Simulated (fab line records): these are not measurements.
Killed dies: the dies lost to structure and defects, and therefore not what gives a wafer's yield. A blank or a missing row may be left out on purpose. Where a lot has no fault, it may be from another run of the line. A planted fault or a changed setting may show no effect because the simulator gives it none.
Code-filled problem report in 8D (eight disciplines) form + flow gf180mcu + the parts of the form that need people (team, actions taken, sign-off) are left out

== 1. THE PROBLEM ==
strip_time_to_endpoint_s at GF_MIM_STRIP_20 reads a mean of 9.95 s on 6 wafers of 2 lots; wafers without a fault read 11.21 s with a standard deviation of 0.037. Relative to the usual mean, that is a shift of -34 standard deviations.
The step: strips in O2/N2.
The first sign was on wafer L763.1 at day 29 22:07, on plasma_asher-03. The record has a number at this step for 33 wafers belonging to 11 lots. Rule for "out" (also "out of limits"): further than 4 standard deviations from the usual mean. Any other wafer with a number is counted as sound.

== 2. WHAT IT IS, AND WHAT IT ISN'T ==
| question                    | is                                       | is not                                                              |
|-----------------------------|------------------------------------------|---------------------------------------------------------------------|
| which readings at this step | strip_time_to_endpoint_s, oes_product_au | drypump_motor_current_A, heater_power_w                             |
| which lots                  | L763, L764                               | L751, L752, L754, L756, L757, L760, L761, L762, L771                |
| which wafers of those lots  | all that have a number                   | -                                                                   |
| read on which tools         | plasma_asher-02, plasma_asher-03         | plasma_asher-04                                                     |
| when                        | from day 29 22:07                        | up to then (24 sound wafers); but 3 sound wafers of L771 came after |

== 3. THE SUSPECTS, EACH WITH WHAT RULES IT OUT ==
Counting: a tool at any process step up to the reading remains a suspect when it ran all the lots that are out and ran no sound lot after the first of those.
- plasma_asher-01 at GF_V4_STRIP_18 (strips in O2/N2): kept. Every lot that is out went through it, starting with L763 (day 29 01:23), and after that it ran no sound lot; the last sound lot it ran before then is L754 (day 26 09:35).
- litho_track-01 at GF_MIM_COAT_14 (resist thk 1000 nm): kept. Every lot that is out went through it, starting with L763 (day 29 12:15), and after that it ran no sound lot; the last sound lot it ran before then is L760 (day 28 20:07).
What counting leaves: plasma_asher-01 at GF_V4_STRIP_18 and litho_track-01 at GF_MIM_COAT_14.

== 4. THE CAUSE (what the simulator had put in) ==
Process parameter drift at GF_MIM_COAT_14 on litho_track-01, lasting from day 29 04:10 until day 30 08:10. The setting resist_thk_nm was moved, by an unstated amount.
After counting, 2 suspects remain, this tool included.

== 5. THE CHAIN OF EFFECTS, in route order ==
Each row: a reading where the mean over the struck wafers with a number is more than 3 standard deviations away from the usual. Readings are gone through only where the record gives a usual standard deviation; hours: the median, over the lots, of the time from a lot's start at the first step in this table giving one to that lot's start at this step; sigmas: the change measured in usual standard deviations.
| hours | step            | reading                  | usual      | on struck wafers | change | sigmas |
|-------|-----------------|--------------------------|------------|------------------|--------|--------|
| 0     | GF_MIM_STRIP_20 | oes_product_au           | 0.691 a.u. | 0.639            | -0.052 | -11    |
| 0     | GF_MIM_STRIP_20 | strip_time_to_endpoint_s | 11.21 s    | 9.95             | -1.26  | -34    |
It contains these process steps:
- GF_MIM_STRIP_20: strips in O2/N2.

== 6. HOW IT WOULD HAVE BEEN CAUGHT EARLIER ==
In this record no reading fell out of limits until day 29 22:07, 18 hours after the fault had begun at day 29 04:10.
An alarm limit of 4 standard deviations would not have fired on the tool readings at GF_MIM_COAT_14 for which the record gives a usual standard deviation, since none of them was out on any struck wafer.
Of the lots that are out (2), L764 began GF_MIM_COAT_14 on litho_track-01 after day 29 22:07. Holding the tool at that time would have saved it.
